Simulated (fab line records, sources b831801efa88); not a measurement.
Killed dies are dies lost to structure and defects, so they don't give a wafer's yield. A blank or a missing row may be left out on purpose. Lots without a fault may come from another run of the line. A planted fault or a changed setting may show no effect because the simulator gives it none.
Which tool did it? | flow sky130 | 24 lots, 72 wafers sampled, at 6 steps of a route of 708

WHAT THE GAUGES READ, wafer by wafer
SKY_FIELD_ISO_BOW_MEAS_00. Usual: INCOMING_BOW 0 um, standard deviation 6.1.
lot  | measured    | on            | INCOMING_BOW (um) | flag
L074 | day 1 10:00 | film_metro-04 | -2 -2 -12         |
L075 | day 1 15:00 | film_metro-02 | -7 -7 -5          |
L076 | day 1 20:00 | film_metro-03 | -3 -1 9           |
L077 | day 2 01:02 | film_metro-04 | -7 -6 -12         |
L078 | day 2 06:00 | film_metro-02 | 5 -4 -15          |
L079 | day 2 11:01 | film_metro-02 | 3 9 -7            |
L080 | day 2 16:01 | film_metro-03 | 1 -1 1            |
L081 | day 2 21:00 | film_metro-02 | -7 -2 -1          |
L082 | day 3 02:00 | film_metro-04 | 1 1 -3            |
L083 | day 3 07:02 | film_metro-03 | -12 10 -6         |
L084 | day 3 12:02 | film_metro-04 | 1 11 2            |
L085 | day 3 17:00 | film_metro-03 | 9 -6 2            |
L086 | day 3 22:00 | film_metro-02 | 9 0 6             |
L087 | day 4 03:00 | film_metro-04 | 2 1 5             |
L088 | day 4 08:00 | film_metro-02 | 1 -2 2            |
L089 | day 4 13:00 | film_metro-02 | -4 9 -10          |
L090 | day 4 18:00 | film_metro-03 | 5 -9 -7           |
L091 | day 4 23:00 | film_metro-03 | -6 -9 4           |
L092 | day 5 04:00 | film_metro-03 | 5 2 -5            |
L093 | day 5 09:01 | film_metro-04 | -4 1 3            |
L094 | day 5 14:02 | film_metro-02 | 3 1 3             |
L095 | day 5 19:01 | film_metro-04 | -4 5 4            |
L096 | day 6 00:00 | film_metro-02 | 6 1 -7            |
L097 | day 6 05:01 | film_metro-04 | -7 4 9            |

SKY_FIELD_ISO_THK_MEAS_02. Usual: FIELD_ISO_OXIDATION_00_THK 11.97 nm, standard deviation 0.26.
lot  | measured    | on            | FIELD_ISO_OXIDATION_00_THK (nm) | flag
L074 | day 1 12:29 | film_metro-02 | 11.64 11.71 11.61               |
L075 | day 1 19:59 | film_metro-04 | 11.90 11.96 11.79               |
L076 | day 1 23:07 | film_metro-04 | 12.19 11.95 11.90               |
L077 | day 2 04:23 | film_metro-04 | 11.58 11.75 11.66               |
L078 | day 2 08:26 | film_metro-02 | 12.07 11.90 11.77               |
L079 | day 2 12:38 | film_metro-04 | 12.13 12.18 12.21               |
L080 | day 2 18:21 | film_metro-03 | 12.40 12.41 12.39               |
L081 | day 2 23:41 | film_metro-02 | 11.96 12.29 12.12               |
L082 | day 3 04:29 | film_metro-03 | 12.02 11.97 11.81               |
L083 | day 3 08:45 | film_metro-03 | 11.54 11.46 11.71               |
L084 | day 3 17:08 | film_metro-04 | 12.15 11.98 12.22               |
L085 | day 4 00:04 | film_metro-02 | 12.41 12.38 12.44               |
L086 | day 4 00:04 | film_metro-04 | 12.05 11.95 11.96               |
L087 | day 4 09:11 | film_metro-02 | 12.10 12.00 12.28               |
L088 | day 4 14:51 | film_metro-04 | 12.02 11.92 11.92               |
L089 | day 4 14:51 | film_metro-03 | 11.44 11.54 11.54               |
L090 | day 4 21:24 | film_metro-02 | 12.44 12.21 12.34               |
L091 | day 5 01:46 | film_metro-02 | 12.09 12.08 12.15               |
L092 | day 5 06:07 | film_metro-03 | 12.25 12.39 12.01               |
L093 | day 5 11:26 | film_metro-03 | 12.03 12.02 12.14               |
L094 | day 5 17:27 | film_metro-03 | 11.61 11.99 11.80               |
L095 | day 5 21:59 | film_metro-03 | 11.69 11.45 11.55               |
L096 | day 6 02:08 | film_metro-02 | 11.67 11.76 11.73               |
L097 | day 6 07:23 | film_metro-04 | 12.35 12.35 12.32               |

SKY_DNWELL_TW_MEAS_09. Usual: DNWELL_TW 1106, standard deviation 7.1.
lot  | measured    | on            | DNWELL_TW      | flag
L074 | day 3 03:24 | film_metro-01 | 1100 1095 1089 |
L075 | day 3 11:37 | film_metro-01 | 1098 1097 1093 |
L076 | day 3 16:27 | film_metro-03 | 1114 1112 1111 |
L077 | day 3 22:05 | film_metro-04 | 1113 1119 1114 |
L078 | day 4 11:04 | film_metro-01 | 1102 1102 1106 |
L079 | day 4 10:44 | film_metro-01 | 1105 1101 1095 |
L080 | day 5 01:16 | film_metro-04 | 1093 1102 1104 |
L081 | day 5 01:48 | film_metro-01 | 1103 1107 1110 |
L082 | day 5 09:27 | film_metro-04 | 1110 1099 1102 |
L083 | day 5 13:35 | film_metro-04 | 1111 1110 1110 |
L084 | day 5 20:58 | film_metro-01 | 1102 1096 1098 |
L085 | day 6 00:16 | film_metro-04 | 1111 1103 1107 |
L086 | day 5 23:55 | film_metro-03 | 1103 1103 1104 |
L087 | day 6 04:40 | film_metro-01 | 1118 1112 1107 |
L088 | day 6 10:46 | film_metro-01 | 1114 1110 1111 |
L089 | day 6 10:45 | film_metro-04 | 1110 1116 1117 |
L090 | day 6 20:40 | film_metro-04 | 1113 1107 1109 |
L091 | day 7 00:49 | film_metro-03 | 1098 1105 1112 |
L092 | day 7 04:42 | film_metro-01 | 1101 1104 1098 |
L093 | day 7 10:37 | film_metro-03 | 1100 1100 1099 |
L094 | day 7 15:14 | film_metro-01 | 1097 1093 1092 |
L095 | day 7 21:37 | film_metro-03 | 1115 1118 1113 |
L096 | day 8 02:07 | film_metro-01 | 1121 1120 1122 |
L097 | day 8 09:20 | film_metro-03 | 1105 1105 1105 |

SKY_NWELL_RS_MEAS_29: measures by four-point-probe. Usual: NWELL_RS 625.2 ohm/sq, standard deviation 1.9.
lot  | measured     | on            | NWELL_RS (ohm/sq) | flag
L074 | day 5 05:38  | film_metro-01 | 625.6 623.7 622.6 |
L075 | day 5 13:30  | film_metro-03 | 623.1 623.6 623.0 |
L076 | day 5 18:21  | film_metro-01 | 621.5 622.8 623.6 |
L077 | day 6 02:05  | film_metro-04 | 623.8 624.6 623.1 |
L078 | day 6 16:31  | film_metro-01 | 626.0 623.5 623.1 |
L079 | day 6 16:28  | film_metro-04 | 625.7 624.0 623.4 |
L080 | day 7 09:07  | film_metro-01 | 623.5 625.2 625.5 |
L081 | day 7 10:03  | film_metro-04 | 625.6 624.9 628.0 |
L082 | day 7 18:33  | film_metro-04 | 625.5 627.7 629.6 |
L083 | day 7 22:47  | film_metro-01 | 625.2 627.2 624.0 |
L084 | day 8 08:20  | film_metro-03 | 628.0 628.8 627.8 |
L085 | day 8 12:28  | film_metro-04 | 625.4 627.8 627.4 |
L086 | day 8 12:24  | film_metro-01 | 623.7 626.4 624.1 |
L087 | day 8 15:39  | film_metro-04 | 630.0 628.8 627.7 |
L088 | day 9 01:10  | film_metro-04 | 623.7 622.9 620.1 |
L089 | day 9 00:08  | film_metro-04 | 625.5 625.6 624.2 |
L090 | day 9 11:29  | film_metro-01 | 622.3 624.0 621.1 |
L091 | day 9 15:08  | film_metro-04 | 625.4 625.6 626.2 |
L092 | day 9 20:18  | film_metro-04 | 627.8 624.7 626.4 |
L093 | day 10 01:55 | film_metro-01 | 623.8 623.8 624.0 |
L094 | day 10 08:19 | film_metro-04 | 626.5 628.1 625.2 |
L095 | day 10 15:30 | film_metro-01 | 625.7 626.0 626.9 |
L096 | day 10 22:31 | film_metro-01 | 622.1 624.0 623.6 |
L097 | day 11 06:42 | film_metro-04 | 626.5 626.3 628.7 |

SKY_NWELL_RS_MEAS_31: measures by four-point-probe. Usual: PWDE_RS 5271 ohm/sq, standard deviation 17.
lot  | measured     | on            | PWDE_RS (ohm/sq) | flag
L074 | day 5 05:52  | film_metro-01 | 5253 5256 5260   |
L075 | day 5 13:44  | film_metro-03 | 5222 5235 5229   |
L076 | day 5 18:35  | film_metro-01 | 5292 5268 5277   |
L077 | day 6 02:19  | film_metro-04 | 5281 5269 5259   |
L078 | day 6 16:45  | film_metro-01 | 5291 5284 5259   |
L079 | day 6 16:43  | film_metro-04 | 5231 5254 5252   |
L080 | day 7 09:22  | film_metro-01 | 5304 5284 5287   |
L081 | day 7 10:17  | film_metro-04 | 5269 5265 5266   |
L082 | day 7 18:47  | film_metro-04 | 5270 5288 5266   |
L083 | day 7 23:02  | film_metro-01 | 5281 5279 5280   |
L084 | day 8 08:35  | film_metro-03 | 5266 5264 5290   |
L085 | day 8 12:42  | film_metro-04 | 5267 5278 5273   |
L086 | day 8 12:38  | film_metro-01 | 5244 5260 5230   |
L087 | day 8 15:53  | film_metro-04 | 5267 5266 5279   |
L088 | day 9 01:24  | film_metro-04 | 5278 5280 5293   |
L089 | day 9 00:22  | film_metro-04 | 5273 5290 5279   |
L090 | day 9 11:44  | film_metro-01 | 5274 5278 5261   |
L091 | day 9 15:22  | film_metro-04 | 5259 5285 5284   |
L092 | day 9 20:32  | film_metro-04 | 5289 5275 5278   |
L093 | day 10 02:10 | film_metro-01 | 5265 5285 5290   |
L094 | day 10 08:34 | film_metro-04 | 5276 5279 5275   |
L095 | day 10 15:44 | film_metro-01 | 5255 5266 5256   |
L096 | day 10 22:45 | film_metro-01 | 5264 5286 5284   |
L097 | day 11 06:56 | film_metro-04 | 5303 5305 5290   |

SKY_VT_ADJUST_LVTN_TW_MEAS_10. Usual: VT_ADJUST_LVTN_TW 240.6, standard deviation 1.3.
lot  | measured     | on            | VT_ADJUST_LVTN_TW | flag
L074 | day 6 18:47  | film_metro-01 | 242.0 241.7 240.1 |
L075 | day 7 03:35  | film_metro-02 | 243.0 241.7 240.5 |
L076 | day 7 08:30  | film_metro-01 | 239.3 238.6 239.0 |
L077 | day 7 16:58  | film_metro-01 | 238.9 237.8 239.1 |
L078 | day 8 09:05  | film_metro-01 | 241.4 241.1 239.3 |
L079 | day 8 08:13  | film_metro-02 | 240.4 240.3 238.8 |
L080 | day 9 02:51  | film_metro-03 | 240.4 241.2 241.0 |
L081 | day 9 03:11  | film_metro-01 | 239.4 239.8 239.1 |
L082 | day 9 13:11  | film_metro-02 | 240.6 240.3 241.0 |
L083 | day 9 17:58  | film_metro-03 | 241.1 240.4 241.5 |
L084 | day 10 05:16 | film_metro-01 | 239.9 240.6 240.6 |
L085 | day 10 08:29 | film_metro-02 | 241.5 241.7 242.1 |
L086 | day 10 08:08 | film_metro-03 | 239.6 240.0 240.1 |
L087 | day 10 13:06 | film_metro-03 | 240.2 239.8 239.5 |
L088 | day 10 23:33 | film_metro-01 | 239.5 239.9 239.6 |
L089 | day 10 21:57 | film_metro-02 | 242.0 241.6 242.6 |
L090 | day 11 10:57 | film_metro-01 | 242.5 242.7 242.1 |
L091 | day 11 14:29 | film_metro-01 | 242.4 242.9 241.4 |
L092 | day 11 19:42 | film_metro-03 | 239.4 239.6 239.7 |
L093 | day 12 02:25 | film_metro-02 | 240.0 238.9 239.6 |
L094 | day 12 09:34 | film_metro-03 | 243.7 241.8 242.2 |
L095 | day 12 16:19 | film_metro-03 | 241.6 243.2 242.5 |
L096 | day 13 00:11 | film_metro-02 | 238.4 238.6 239.0 |
L097 | day 13 08:55 | film_metro-03 | 241.8 241.9 240.9 |

WHICH TOOL RAN EACH LOT (tool, then ch and the chambers of the sampled wafers, then the start)
The record holds no process step before these readings.

WHAT THE TOOLS THEMSELVES READ (means of the sampled wafers that have a number; where no wafer has one, the mark that the record gives instead)
The record holds no such reading with a usual standard deviation.

THE ANSWER, worked out from the rows above alone
Rule: a lot is off if the mean of its wafers that have a number lies more than 3 standard deviations from the usual mean. A lot without any number at a reading at which 4 lots or more have one is off too. The other lots that the step has rows for count as sound. The gauges are gone through in route order, then the tools' own readings, and for those a lot's mean is taken as printed above. The first step at which some lot is off is used, and at that step the reading that is off furthest; a lot without a number counts as furthest.
No lot is off at any reading shown: from this, nothing can be told.

WHAT THE SIMULATOR HAD PUT IN
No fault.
